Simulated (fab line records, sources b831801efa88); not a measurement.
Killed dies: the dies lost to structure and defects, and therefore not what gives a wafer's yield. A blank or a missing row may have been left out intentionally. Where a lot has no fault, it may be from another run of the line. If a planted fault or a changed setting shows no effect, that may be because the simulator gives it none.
Check for tools in common / flow gf180mcu / 13 lots, 39 wafers sampled

## WHY THIS WAS OPENED
4 of 13 lots carry a flag on the reading VT_IMPLANT_OVL at GF_VT_IMPLANT_OVL_MEAS_07. Fault-free wafers read 1.2 nm, with a standard deviation of 1.3.
Rule: a lot is flagged in two cases, either no wafer of it has a number, or all its wafers with numbers fall more than 4 standard deviations from that mean. The rest of the lots are taken to be sound.

lot=L352; measured=day 6 02:28; on=overlay-02; VT_IMPLANT_OVL (nm), wafer by wafer=1.5 2.8 2.5; flag=
lot=L355; measured=day 6 21:01; on=overlay-02; VT_IMPLANT_OVL (nm), wafer by wafer=0.7 2.8 2.9; flag=
lot=L356; measured=day 7 04:02; on=overlay-01; VT_IMPLANT_OVL (nm), wafer by wafer=0.9 1.0 1.7; flag=
lot=L357; measured=day 7 11:09; on=overlay-02; VT_IMPLANT_OVL (nm), wafer by wafer=2.7 1.2 0.8; flag=
lot=L358; measured=day 7 19:22; on=overlay-01; VT_IMPLANT_OVL (nm), wafer by wafer=2.0 4.6 2.0; flag=
lot=L365; measured=day 9 18:31; on=overlay-02; VT_IMPLANT_OVL (nm), wafer by wafer=2.6 1.6 2.3; flag=
lot=L366; measured=day 9 20:37; on=overlay-02; VT_IMPLANT_OVL (nm), wafer by wafer=-148.4 -146.5 -149.3; flag=FLAGGED
lot=L367; measured=day 10 00:38; on=overlay-02; VT_IMPLANT_OVL (nm), wafer by wafer=-144.8 -149.0 -148.4; flag=FLAGGED
lot=L368; measured=day 10 10:04; on=overlay-02; VT_IMPLANT_OVL (nm), wafer by wafer=-146.8 -145.5 -147.8; flag=FLAGGED
lot=L369; measured=day 10 17:11; on=overlay-01; VT_IMPLANT_OVL (nm), wafer by wafer=-147.8 -147.5 -147.7; flag=FLAGGED
lot=L370; measured=day 10 21:14; on=overlay-01; VT_IMPLANT_OVL (nm), wafer by wafer=1.4 0.6 -0.8; flag=
lot=L371; measured=day 11 05:31; on=overlay-02; VT_IMPLANT_OVL (nm), wafer by wafer=1.4 0.8 1.7; flag=
lot=L372; measured=day 11 05:49; on=overlay-01; VT_IMPLANT_OVL (nm), wafer by wafer=-0.1 1.1 2.0; flag=
The numbers of the flagged lots are -147.5 nm on average: -148.7 nm against the usual, or -99 or more standard deviations.

## TOOL THAT RAN EACH LOT
The record holds 3 process steps before the reading, out of a route of 602 steps. Every cell lists first the tool, next ch and the chambers used by the sampled wafers, and last the start.
lot=L352; flag=; GF_STI_ETCH_14=rieSi-01 ch 1,2,3, day 2 11:47; GF_LVPWELL_STRIP_10=plasmaAsher-01 ch 0,1, day 4 08:28; GF_VT_IMPLANT_EXPOSE_04=ilineStepper-01 ch 0, day 5 19:46
lot=L355; flag=; GF_STI_ETCH_14=rieSi-01 ch 0,1,2, day 3 04:19; GF_LVPWELL_STRIP_10=plasmaAsher-02 ch 0,1, day 5 02:49; GF_VT_IMPLANT_EXPOSE_04=ilineStepper-02 ch 0, day 6 14:03
lot=L356; flag=; GF_STI_ETCH_14=rieSi-01 ch 1,2,3, day 3 09:49; GF_LVPWELL_STRIP_10=plasmaAsher-03 ch 0,1, day 5 07:42; GF_VT_IMPLANT_EXPOSE_04=ilineStepper-02 ch 0, day 6 20:22
lot=L357; flag=; GF_STI_ETCH_14=rieSi-02 ch 0,2,3, day 3 14:14; GF_LVPWELL_STRIP_10=plasmaAsher-01 ch 0,1, day 5 14:05; GF_VT_IMPLANT_EXPOSE_04=ilineStepper-02 ch 0, day 7 03:40
lot=L358; flag=; GF_STI_ETCH_14=rieSi-01 ch 1,2,3, day 3 20:11; GF_LVPWELL_STRIP_10=plasmaAsher-03 ch 0,1, day 5 21:16; GF_VT_IMPLANT_EXPOSE_04=ilineStepper-02 ch 0, day 7 11:22
lot=L365; flag=; GF_STI_ETCH_14=rieSi-01 ch 0,2,3, day 5 07:10; GF_LVPWELL_STRIP_10=plasmaAsher-01 ch 0,1, day 7 15:28; GF_VT_IMPLANT_EXPOSE_04=ilineStepper-01 ch 0, day 9 10:28
lot=L366; flag=FLAGGED; GF_STI_ETCH_14=rieSi-01 ch 0,1,3, day 5 11:47; GF_LVPWELL_STRIP_10=plasmaAsher-01 ch 0,1, day 7 18:44; GF_VT_IMPLANT_EXPOSE_04=ilineStepper-02 ch 0, day 9 12:06
lot=L367; flag=FLAGGED; GF_STI_ETCH_14=rieSi-01 ch 0,1,2, day 5 15:40; GF_LVPWELL_STRIP_10=plasmaAsher-03 ch 0,1, day 7 21:58; GF_VT_IMPLANT_EXPOSE_04=ilineStepper-02 ch 0, day 9 15:35
lot=L368; flag=FLAGGED; GF_STI_ETCH_14=rieSi-02 ch 0,3, day 6 00:49; GF_LVPWELL_STRIP_10=plasmaAsher-03 ch 0,1, day 8 05:35; GF_VT_IMPLANT_EXPOSE_04=ilineStepper-02 ch 0, day 10 01:16
lot=L369; flag=FLAGGED; GF_STI_ETCH_14=rieSi-01 ch 0,2,3, day 6 07:25; GF_LVPWELL_STRIP_10=plasmaAsher-03 ch 0,1, day 8 12:32; GF_VT_IMPLANT_EXPOSE_04=ilineStepper-02 ch 0, day 10 08:42
lot=L370; flag=; GF_STI_ETCH_14=rieSi-02 ch 0,1,2, day 6 10:25; GF_LVPWELL_STRIP_10=plasmaAsher-03 ch 0,1, day 8 16:20; GF_VT_IMPLANT_EXPOSE_04=ilineStepper-01 ch 0, day 10 12:33
lot=L371; flag=; GF_STI_ETCH_14=rieSi-02 ch 1,2, day 6 15:41; GF_LVPWELL_STRIP_10=plasmaAsher-01 ch 0,1, day 9 00:16; GF_VT_IMPLANT_EXPOSE_04=ilineStepper-01 ch 0, day 10 20:40
lot=L372; flag=; GF_STI_ETCH_14=rieSi-01 ch 0,2,3, day 6 18:37; GF_LVPWELL_STRIP_10=plasmaAsher-03 ch 0,1, day 9 00:37; GF_VT_IMPLANT_EXPOSE_04=ilineStepper-01 ch 0, day 10 21:08
What the steps here do:
- GF_STI_ETCH_14: etches Si in HBr/Cl2/O2, target depth 360 nm, time 104.3 s.
- GF_LVPWELL_STRIP_10: strips in O2/N2.
- GF_VT_IMPLANT_EXPOSE_04: exposes mask LVPWELL LV AREA, target cd 600 nm.
- GF_VT_IMPLANT_OVL_MEAS_07

## FLAGGED OVER TOTAL, TOOL BY TOOL (the gauges that took the reading come last)
step=GF_STI_ETCH_14; tool=rieSi-01; lots run=9; flagged=3; share of the flagged lots=some; sound lots run after its first flagged lot=1 (L372)
step=GF_STI_ETCH_14; tool=rieSi-02; lots run=4; flagged=1; share of the flagged lots=some; sound lots run after its first flagged lot=2 (L370,L371)
step=GF_LVPWELL_STRIP_10; tool=plasmaAsher-01; lots run=5; flagged=1; share of the flagged lots=some; sound lots run after its first flagged lot=1 (L371)
step=GF_LVPWELL_STRIP_10; tool=plasmaAsher-02; lots run=1; flagged=0; share of the flagged lots=none; sound lots run after its first flagged lot=-
step=GF_LVPWELL_STRIP_10; tool=plasmaAsher-03; lots run=7; flagged=3; share of the flagged lots=some; sound lots run after its first flagged lot=2 (L370,L372)
step=GF_VT_IMPLANT_EXPOSE_04; tool=ilineStepper-01; lots run=5; flagged=0; share of the flagged lots=none; sound lots run after its first flagged lot=-
step=GF_VT_IMPLANT_EXPOSE_04; tool=ilineStepper-02; lots run=8; flagged=4; share of the flagged lots=all; sound lots run after its first flagged lot=0
step=GF_VT_IMPLANT_OVL_MEAS_07; tool=overlay-01; lots run=5; flagged=1; share of the flagged lots=some; sound lots run after its first flagged lot=2 (L370,L372)
step=GF_VT_IMPLANT_OVL_MEAS_07; tool=overlay-02; lots run=8; flagged=3; share of the flagged lots=some; sound lots run after its first flagged lot=1 (L371)

## WHAT THE TABLE PERMITS
1 row of the table ran every flagged lot: ilineStepper-02 at GF_VT_IMPLANT_EXPOSE_04.
- ilineStepper-02 at GF_VT_IMPLANT_EXPOSE_04: 4 of its 8 lots flagged. Its last sound lot is L358 (day 7 11:22), its first flagged lot L366 (day 9 12:06): a fault that began between those two fits.
What remains is a single tool, ilineStepper-02 at GF_VT_IMPLANT_EXPOSE_04.

## WHAT HAD BEEN PUT IN BY THE SIMULATOR
Scanner matching overlay: ilineStepper-02, from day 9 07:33 on, at GF_VT_IMPLANT_EXPOSE_04. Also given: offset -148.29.
Struck lots among those shown: L366, L367, L368, L369. The rule above found the same.
